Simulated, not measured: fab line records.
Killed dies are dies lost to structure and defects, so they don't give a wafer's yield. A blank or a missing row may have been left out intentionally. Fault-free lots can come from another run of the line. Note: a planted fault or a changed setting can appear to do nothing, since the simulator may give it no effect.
fab line records	flow sky130
record: lots: 14	wafers: 40	last_day: 50
route steps=708 shown NWELL@78 VT_ADJUST_PCH@153 POLY_GATE@231 LOCAL_INTERCONNECT@402
lots that met no fault: from a run of the same line without faults
start_h: start of the lot's first displayed wafer, in hours after the record's first day	wait_h: hours elapsed since this lot's preceding step	" as in the row above	L1.1+2: a single row standing in for several wafers	- no value, or no start given	* or withheld: withheld	< > ~ a bound
route shown NAME@n: a module of which the file shows steps, and the number in the route of the first	usual: the fault-free wafers' mean and standard deviation	same: alike in all rows	chamber/n: place in a boat	sites: the reading at each site	_std_site: standard deviation of those values	_edge_site: the outer-site mean with the inner-site mean subtracted	radius_mm: how far each site lies from the wafer's centre	mask NAME#n: copy n	behind: the most recent tool/chamber to have shaped the wafer	hold: cause of the lot's hold/its duration in hours/its outcome	device: names the non-switching transistor (n, p or np)	end of line: tests run on the same wafers once the route is complete	for a step that has no rows: nothing shown but its recipe	killed: not the wafer's yield, but the dies lost to structure and defects at the first sort	map: a wafer's dies, marking killed ones x, the rest . and places with no die _
set.NAME: the setting as run; set.NAME@STEP: as run at that earlier step	model.NAME: the simulator's own value behind a step, which no gauge read
route steps across a sampled set of lots; one table per step, one row per wafer
services: the hour from which a tool's chamber was out of use, counted from the record's first day as start_h (under 0 if before that day), plus the number of hours and why
== steps ==
step: SKY_NWELL_STRIP_25
recipe: chemistry: O2/N2	power_w: 1400	pressure_mtorr: 1500	platen_temp_c: withheld	o2_flow_sccm: 3000	n2_flow_sccm: 300	overash_fraction: 0.5
usual: drypump_motor_current_A: 5.6/0.42	oes_product_au: 0.723/0.0051	strip_time_to_endpoint_s: 36.91/0.11
lot.wafer	tool	chamber	start_h	wait_h	drypump_motor_current_A	oes_product_au	rf_hours_counter_h	strip_time_to_endpoint_s
L798.1	plasma_asher-04	0	105.71	0.1	5.8	0.728	42	37.01
L798.2	"	1	"	"	6.2	0.723	42	36.99
L798.5	"	0	"	"	5.9	0.712	-	37.12
L800.3	plasma_asher-04	0	114.83	0.1	5.9	0.717	-	36.87
L800.5	"	1	"	"	6.3	0.731	-	36.85
L800.6	"	0	"	"	5.9	0.716	-	36.83
L801.3	plasma_asher-04	1	120.20	0.1	6.3	0.716	-	36.72
L801.4	"	0	"	"	5.8	0.732	-	36.73
L801.5	"	0	"	"	5.9	0.716	-	36.75
L802.1	plasma_asher-01	0	128.77	0.1	5.1	0.717	44	36.97
L802.2	"	1	"	"	5.4	0.723	44	37.02
L802.5	"	1	"	"	5.4	0.716	-	37.02
L804.1	plasma_asher-02	0	139.21	0.1	5.7	0.722	33	36.96
L804.2	"	1	"	"	5.8	0.719	33	37.04
L804.3	"	0	"	"	5.7	0.720	-	36.98
L806.1	plasma_asher-01	1	147.79	0.1	5.4	0.717	46	36.74
L806.3	"	0	"	"	5.1	0.722	-	36.66
L807.1	plasma_asher-01	1	156.87	0.1	5.5	0.718	47	36.94
L807.4	"	0	"	"	5.1	0.724	-	36.87
L814.1	plasma_asher-01	0	206.94	0.1	5.1	0.714	52	36.85
L814.3	"	1	"	"	5.5	0.730	-	36.89
L814.4	"	0	"	"	5.1	0.728	-	36.93
L815.2	plasma_asher-04	1	210.74	0.1	6.3	0.725	52	36.98
L815.4	"	1	"	"	6.2	0.720	-	36.93
L815.5	"	1	"	"	6.2	0.721	-	36.93
L816.1	plasma_asher-01	0	213.70	0.1	5.1	0.717	53	36.96
L816.2	"	1	"	"	5.4	0.719	53	37.04
L816.6	"	1	"	"	5.4	0.726	-	37.01
L817.1	plasma_asher-04	0	218.41	0.1	5.9	0.730	53	37.00
L817.3	"	0	"	"	5.9	0.728	-	36.97
L817.6	"	1	"	"	6.2	0.726	-	36.94
L818.2	plasma_asher-04	1	226.39	0.1	6.2	0.722	54	36.73
L818.4	"	0	"	"	5.9	0.730	-	36.85
L818.6	"	1	"	"	6.2	0.716	-	36.85
L819.1	plasma_asher-04	1	240.97	0.1	6.3	0.726	55	36.95
L819.3	"	0	"	"	5.8	0.734	-	37.03
L819.6	"	0	"	"	5.9	0.723	-	37.00
L820.1	plasma_asher-01	1	248.34	0.1	5.5	0.723	56	36.87
L820.2	"	0	"	"	5.1	0.722	56	36.72
L820.4	"	0	"	"	5.1	0.720	-	36.90
step: SKY_VT_ADJUST_PCH_TW_MEAS_10
usual: VT_ADJUST_PCH_TW: 142.6/1.4
lot.wafer	tool	chamber	start_h	wait_h	VT_ADJUST_PCH_TW
L798.1	film_metro-04	-	229.15	0.1	140.6
L798.2	"	-	"	"	141.3
L798.5	"	-	"	"	141.0
L800.3	film_metro-02	-	239.16	0.1	144.2
L800.5	"	-	"	"	144.1
L800.6	"	-	"	"	144.7
L801.3	film_metro-04	-	247.94	0.1	141.6
L801.4	"	-	"	"	140.3
L801.5	"	-	"	"	141.4
L802.1	film_metro-01	-	257.47	0.1	143.4
L802.2	"	-	"	"	142.6
L802.5	"	-	"	"	142.9
L804.1	film_metro-01	-	270.64	0.1	143.3
L804.2	"	-	"	"	143.3
L804.3	"	-	"	"	142.9
L806.1	film_metro-02	-	280.90	0.1	143.7
L806.3	"	-	"	"	143.5
L807.1	film_metro-01	-	293.90	0.1	144.5
L807.4	"	-	"	"	144.2
L814.1	film_metro-02	-	357.99	0.1	143.6
L814.3	"	-	"	"	143.2
L814.4	"	-	"	"	144.1
L815.2	film_metro-04	-	362.86	0.1	140.5
L815.4	"	-	"	"	141.0
L815.5	"	-	"	"	141.0
L816.1	film_metro-04	-	363.89	0.1	141.1
L816.2	"	-	"	"	140.2
L816.6	"	-	"	"	141.2
L817.1	film_metro-01	-	373.62	0.1	142.4
L817.3	"	-	"	"	143.8
L817.6	"	-	"	"	143.2
L818.2	film_metro-04	-	382.36	0.1	140.3
L818.4	"	-	"	"	141.0
L818.6	"	-	"	"	141.5
L819.1	film_metro-01	-	402.82	0.1	144.2
L819.3	"	-	"	"	143.3
L819.6	"	-	"	"	143.3
L820.1	film_metro-04	-	409.14	0.1	141.1
L820.2	"	-	"	"	141.0
L820.4	"	-	"	"	141.4
step: SKY_POLY_GATE_ETCH_17
recipe: target_depth_nm: 180	stop_on: SiO2	over_etch_frac: 0.56667	chemistry: HBr/Cl2	target: poly-Si	icp_w: 400	bias_w: 100	pressure_mtorr: 10	HBr_flow_sccm: 150	Cl2_flow_sccm: 50	time_s: 70.5
usual: drypump_motor_current_A: 6.1/0.44	he_backside_leak_sccm: 2.72/0.23	oes_product_au: 0.984/0.0086	over_etch_frac: 0.56667/0	throttle_valve_pct: 33.683/0.0086
lot.wafer	tool	chamber	start_h	wait_h	drypump_motor_current_A	he_backside_leak_sccm	oes_product_au	over_etch_frac	rf_hours_counter_h	throttle_valve_pct
L798.1	rie_si-02	0	371.06	0.0	5.5	2.37	0.984	0.56667	27	33.675
L798.2	"	3	"	"	6.0	2.50	0.983	0.56667	3	33.686
L798.5	"	1	"	"	5.7	3.02	0.974	0.56667	-	33.692
L800.3	rie_si-01	1	384.41	0.0	6.6	2.79	0.986	0.56667	3	33.672
L800.5	"	3	"	"	6.2	2.62	0.982	0.56667	-	33.688
L800.6	"	2	"	"	6.6	2.62	0.978	0.56667	-	33.682
L801.3	rie_si-01	1	395.70	0.0	6.5	2.93	0.979	0.56667	3	33.678
L801.4	"	0	"	"	5.7	2.50	0.970	0.56667	18	33.673
L801.5	"	0	"	"	5.7	2.43	0.965	0.56667	-	33.696
L802.1	rie_si-02	0	409.85	0.0	5.6	2.49	0.980	0.56667	27	33.682
L802.2	"	3	"	"	6.0	2.45	0.983	0.56667	4	33.677
L802.5	"	3	"	"	6.0	2.57	0.980	0.56667	-	33.681
L804.1	rie_si-02	2	422.35	0.0	6.9	2.96	0.978	0.56667	1	33.690
L804.2	"	1	"	"	5.7	2.83	0.983	0.56667	21	33.695
L804.3	"	3	"	"	6.0	2.47	0.993	0.56667	4	33.694
L806.1	rie_si-02	3	434.50	0.0	6.0	2.44	0.998	0.15281	4	33.674
L806.3	"	2	"	"	6.8	2.94	1.005	0.15281	1	33.682
L807.1	rie_si-02	0	448.06	0.0	5.5	2.37	0.996	0.15281	27	33.684
L807.4	"	3	"	"	6.0	2.51	0.994	0.56667	4	33.675
L814.1	rie_si-01	3	521.96	0.0	6.1	2.67	0.979	0.56667	3	33.682
L814.3	"	1	"	"	6.5	2.68	0.990	0.56667	4	33.669
L814.4	"	2	"	"	6.5	2.88	0.989	0.56667	3	33.694
L815.2	rie_si-02	3	527.51	0.0	6.0	2.46	0.987	0.56667	4	33.680
L815.4	"	1	"	"	5.7	2.95	0.974	0.56667	21	33.700
L815.5	"	3	"	"	6.0	2.54	0.982	0.56667	-	33.684
L816.1	rie_si-01	3	529.22	0.0	6.1	2.57	0.988	0.56667	3	33.692
L816.2	"	1	"	"	6.5	2.85	0.995	0.56667	4	33.671
L816.6	"	3	"	"	6.2	2.68	0.995	0.56667	-	33.673
L817.1	rie_si-02	1	537.01	0.0	5.7	3.11	0.986	0.56667	21	33.659
L817.3	"	2	"	"	6.8	2.87	0.996	0.56667	1	33.677
L817.6	"	1	"	"	5.7	2.84	0.985	0.56667	-	33.670
L818.2	rie_si-01	1	549.30	0.0	6.6	3.06	0.978	0.56667	4	33.684
L818.4	"	2	"	"	6.6	2.87	0.993	0.56667	3	33.682
L818.6	"	0	"	"	5.7	2.45	0.975	0.56667	-	33.701
L819.1	rie_si-02	1	574.26	0.0	5.7	2.79	0.986	0.56667	21	33.693
L819.3	"	2	"	"	6.8	2.87	0.998	0.56667	1	33.674
L819.6	"	1	"	"	5.8	2.82	0.977	0.56667	-	33.680
L820.1	rie_si-02	1	575.30	0.0	5.7	2.90	0.974	0.56667	21	33.686
L820.2	"	2	"	"	6.9	3.04	0.987	0.56667	1	33.680
L820.4	"	3	"	"	6.0	2.58	0.987	0.56667	4	33.670
step: SKY_POLY_GATE_STRIP_18
recipe: chemistry: O2/N2	power_w: 1400	pressure_mtorr: 1500	platen_temp_c: withheld	o2_flow_sccm: 3000	n2_flow_sccm: 300	overash_fraction: 0.5
usual: drypump_motor_current_A: 5.4/0.35	oes_product_au: 0.361/0.0051	strip_time_to_endpoint_s: 3.16/0.043
lot.wafer	tool	chamber	start_h	wait_h	drypump_motor_current_A	oes_product_au	rf_hours_counter_h	strip_time_to_endpoint_s
L798.1	plasma_asher-02	0	371.11	0.0	5.7	0.364	53	3.16
L798.2	"	1	"	"	5.8	0.347	53	3.20
L798.5	"	1	"	"	5.8	0.370	-	3.26
L800.3	plasma_asher-01	1	384.50	0.1	5.4	0.361	-	3.14
L800.5	"	0	"	"	5.1	0.354	-	3.15
L800.6	"	1	"	"	5.5	0.354	-	3.15
L801.3	plasma_asher-03	0	395.79	0.1	5.3	0.363	-	3.25
L801.4	"	1	"	"	4.9	0.371	-	3.23
L801.5	"	0	"	"	5.3	0.365	-	3.25
L802.1	plasma_asher-03	1	409.91	0.0	4.8	0.361	28	3.20
L802.2	"	0	"	"	5.3	0.356	28	3.19
L802.5	"	0	"	"	5.3	0.360	-	3.15
L804.1	plasma_asher-03	1	422.41	0.0	4.8	0.360	29	3.14
L804.2	"	0	"	"	5.3	0.369	29	3.20
L804.3	"	1	"	"	4.8	0.366	-	3.14
L806.1	plasma_asher-01	1	434.56	0.0	5.4	0.369	75	3.40
L806.3	"	1	"	"	5.5	0.373	-	3.42
L807.1	plasma_asher-01	1	448.11	0.0	5.4	0.372	76	3.46
L807.4	"	1	"	"	5.4	0.353	-	3.17
L814.1	plasma_asher-03	0	522.01	0.0	5.3	0.356	39	3.17
L814.3	"	0	"	"	5.3	0.359	-	3.09
L814.4	"	1	"	"	4.9	0.358	-	3.10
L815.2	plasma_asher-02	0	527.56	0.0	5.7	0.364	70	3.23
L815.4	"	0	"	"	5.7	0.353	-	3.20
L815.5	"	1	"	"	5.8	0.359	-	3.19
L816.1	plasma_asher-01	1	529.28	0.0	5.4	0.363	84	3.13
L816.2	"	0	"	"	5.1	0.354	84	3.17
L816.6	"	1	"	"	5.4	0.371	-	3.20
L817.1	plasma_asher-03	1	537.06	0.0	4.9	0.354	41	3.11
L817.3	"	0	"	"	5.3	0.359	-	3.15
L817.6	"	1	"	"	4.9	0.355	-	3.11
L818.2	plasma_asher-03	1	549.36	0.0	4.9	0.362	42	3.18
L818.4	"	0	"	"	5.3	0.362	-	3.12
L818.6	"	0	"	"	5.2	0.355	-	3.17
L819.1	plasma_asher-03	0	574.31	0.0	5.3	0.361	45	3.10
L819.3	"	0	"	"	5.3	0.362	-	3.08
L819.6	"	1	"	"	4.9	0.365	-	3.13
L820.1	plasma_asher-02	0	575.36	0.0	5.7	0.359	75	3.12
L820.2	"	1	"	"	5.8	0.352	75	3.10
L820.4	"	0	"	"	5.7	0.359	-	3.12
step: SKY_LOCAL_INTERCONNECT_STRIP_15
recipe: chemistry: O2/N2	power_w: 1400	pressure_mtorr: 1500	platen_temp_c: withheld	o2_flow_sccm: 3000	n2_flow_sccm: 300	overash_fraction: 0.5
usual: drypump_motor_current_A: 5.7/0.36	oes_product_au: 0.426/0.0045	strip_time_to_endpoint_s: 4.723/0.021
lot.wafer	tool	chamber	start_h	wait_h	drypump_motor_current_A	oes_product_au	rf_hours_counter_h	strip_time_to_endpoint_s
L798.1	plasma_asher-02	0	705.58	0.0	5.7	0.428	87	4.738
L798.2	"	1	"	"	5.8	0.429	87	4.699
L798.5	"	0	"	"	5.7	0.425	-	4.701
L800.3	plasma_asher-04	0	717.72	0.1	5.8	0.427	-	4.722
L800.5	"	0	"	"	5.8	0.434	-	4.762
L800.6	"	1	"	"	6.3	0.425	-	4.720
L801.3	plasma_asher-01	1	731.89	0.1	5.4	0.436	-	4.768
L801.4	"	0	"	"	5.1	0.428	-	4.709
L801.5	"	0	"	"	5.1	0.426	-	4.740
L802.1	plasma_asher-04	0	744.18	0.0	5.8	0.422	33	4.680
L802.2	"	1	"	"	6.2	0.427	33	4.692
L802.5	"	0	"	"	5.8	0.423	-	4.724
L804.1	plasma_asher-01	0	751.93	0.0	5.1	0.421	1	4.705
L804.2	"	1	"	"	5.4	0.421	1	4.714
L804.3	"	0	"	"	5.1	0.423	-	4.705
L807.4	plasma_asher-04	0	775.74	0.1	5.9	0.429	-	4.707
L814.1	plasma_asher-01	0	840.38	0.0	5.1	0.423	10	4.718
L814.3	"	1	"	"	5.4	0.431	-	4.704
L814.4	"	0	"	"	5.1	0.431	-	4.722
L815.2	plasma_asher-01	0	842.33	0.0	5.1	0.421	10	4.692
L815.4	"	0	"	"	5.1	0.430	-	4.742
L815.5	"	1	"	"	5.5	0.425	-	4.712
L816.1	plasma_asher-02	0	847.33	0.0	5.7	0.419	102	4.681
L816.2	"	1	"	"	5.8	0.423	102	4.711
L816.6	"	0	"	"	5.7	0.430	-	4.689
L817.1	plasma_asher-04	1	854.24	0.1	6.2	0.428	43	4.733
L817.3	"	1	"	"	6.2	0.421	-	4.704
L817.6	"	1	"	"	6.2	0.428	-	4.730
L818.2	plasma_asher-02	0	862.70	0.1	5.7	0.416	104	4.718
L818.4	"	1	"	"	5.8	0.422	-	4.695
L818.6	"	1	"	"	5.8	0.421	-	4.727
L819.1	plasma_asher-01	0	886.93	0.0	5.1	0.430	15	4.730
L819.3	"	0	"	"	5.1	0.422	-	4.742
L819.6	"	1	"	"	5.5	0.424	-	4.733
L820.1	plasma_asher-02	1	887.11	0.0	5.8	0.420	106	4.723
L820.2	"	0	"	"	5.7	0.430	106	4.682
L820.4	"	0	"	"	5.7	0.429	-	4.717
== services ==
tool	chamber	start_h	hours	kind
plasma_asher-01	-	86.17	3.5	repair
plasma_asher-02	-	148.94	16.0	pm
plasma_asher-02	-	171.47	1.2	repair
plasma_asher-02	-	277.14	3.4	repair
plasma_asher-01	-	296.90	3.4	repair
plasma_asher-02	-	307.31	1.4	repair
plasma_asher-01	-	385.87	9.0	repair
plasma_asher-04	-	391.16	14.6	pm
plasma_asher-04	-	408.50	2.8	pm
plasma_asher-04	-	421.25	9.0	pm
plasma_asher-01	-	559.89	14.6	pm
plasma_asher-04	-	578.12	1.9	repair
plasma_asher-04	-	599.83	4.3	repair
rie_si-02	1	606.67	2.9	repair
plasma_asher-02	-	627.12	15.6	pm
rie_si-02	-	707.69	14.6	pm
plasma_asher-02	-	731.80	2.3	repair
plasma_asher-01	-	733.75	9.0	pm
plasma_asher-04	-	741.89	0.7	repair
rie_si-02	3	752.02	1.6	repair
rie_si-02	-	834.89	2.8	pm
plasma_asher-04	-	847.45	4.7	repair
plasma_asher-02	-	864.36	2.8	pm
rie_si-02	-	881.38	28.1	pm
== key ==
first_sign: step: SKY_POLY_GATE_ETCH_17	reading: over_etch_frac	direction: down	sigmas: 99+	usual: 0.56667	struck: 0.15281
effect: step: SKY_POLY_GATE_STRIP_18	reading: strip_time_to_endpoint_s	direction: up	sigmas: 6.2	usual: *	struck: *
met_at SKY_POLY_GATE_ETCH_17
struck_lots L806,L807
struck_wafers L806.1,L806.3,L807.1
later_rows_left_out L806.1,L806.3,L807.1
sort_left_out L806.1,L806.3,L807.1
tester_left_out L806,L807
not_acting_at SKY_NWELL_STRIP_25,SKY_VT_ADJUST_PCH_TW_MEAS_10,SKY_LOCAL_INTERCONNECT_STRIP_15
onset_between 422.35 434.50
fault: kind: process_parameter_drift	tool: rie_si-02	chamber: -	onset_h: 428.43	steps: SKY_POLY_GATE_ETCH_17	channel: over_etch_frac	offset: -0.41386	shape: step	end_h: 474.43	scope: struck_wafers_only	stated: 0.56667
tester_left_out: of these lots the tester's yield and bins aren't shown, on N5 and GAA mostly nor the transistor test; their killed dies are dies lost to structure and defects alone, not to doping, threshold or leakage, so they don't give the yield
sort_left_out: the simulated sort isn't trusted on such a fault, so these wafers' sort isn't shown, and their yield isn't known
later_rows_left_out: the simulator's readings of these wafers behind a module that went badly wrong aren't trusted and aren't shown, but for the sort
